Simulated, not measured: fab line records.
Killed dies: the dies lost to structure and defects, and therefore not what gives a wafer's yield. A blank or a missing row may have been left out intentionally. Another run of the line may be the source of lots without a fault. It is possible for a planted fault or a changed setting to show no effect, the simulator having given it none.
Chamber matching ; flow gf180mcu ; GF_V4_CVD_02 on pecvd-03: 3 sister chambers
The step deposits SiO2 from TEOS, target thk 850 nm, time 94.851 s. 14 wafers are shown with their chamber, then 7 later ones without.

== WAFERS, EACH WITH ITS CHAMBER ==
wafer;chamber;heater power outer w (W);rf fwd power W (W);heater power w (W)
L074.2;1;305;596.9;597
L074.3;2;355;597.9;653
L074.6;2;262;602.0;512
L075.2;2;333;597.5;610
L075.3;0;363;598.1;572
L075.4;1;251;595.1;501
L077.3;0;406;600.4;614
L077.4;2;331;598.1;618
L077.6;1;334;599.0;597
L082.2;0;410;600.0;618
L082.3;2;292;597.6;562
L082.5;2;337;597.5;618
L088.3;2;310;598.0;588
L088.4;0;325;600.4;560

SIGNATURES (averages over the wafers above)
reading;chamber 0;chamber 1;chamber 2;scatter within a chamber
heater power outer w;376.00;296.67;317.14;36.1
rf fwd power W;599.725;597.000;598.371;1.57
heater power w;591.00;565.00;594.43;44.1
Rule: for each reading, subtract the chamber's mean from the wafer's reading, divide by that reading's scatter and square the result; add these up over the readings and take the root, which gives the wafer's distance from the chamber. If the next closest chamber is less than 2 further off than the closest, the wafer can't be placed; otherwise it belongs to the closest. How the scatter is found: for the shown wafers, subtract from each reading the mean of its chamber, square and add these, divide the total by (wafers less chambers), then take the root.

== WAFERS WHOSE CHAMBER IS MISSING ==
wafer;heater power outer w (W);rf fwd power W (W);heater power w (W)
L088.6;342;598.7;645
L095.2;335;590.6;593
L095.5;349;599.3;635
L095.6;345;596.9;604
L097.1;350;598.4;632
L097.4;337;596.9;556
L097.5;355;596.8;600

== WHICH CHAMBER EACH ONE RAN IN ==
wafer;from the rows above;in truth
L088.6;can't be placed: 2 or 0 or 1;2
L095.2;can't be placed: 1 or 2 or 0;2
L095.5;can't be placed: 0 or 2 or 1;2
L095.6;can't be placed: 2 or 1 or 0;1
L097.1;can't be placed: 2 or 0 or 1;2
L097.4;can't be placed: 1 or 2 or 0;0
L097.5;can't be placed: 2 or 1 or 0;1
Correct placement for 0 of the 7. Unplaceable from these rows: 7, with the true chamber sitting among the candidates in 7. Placed wrongly: 0.
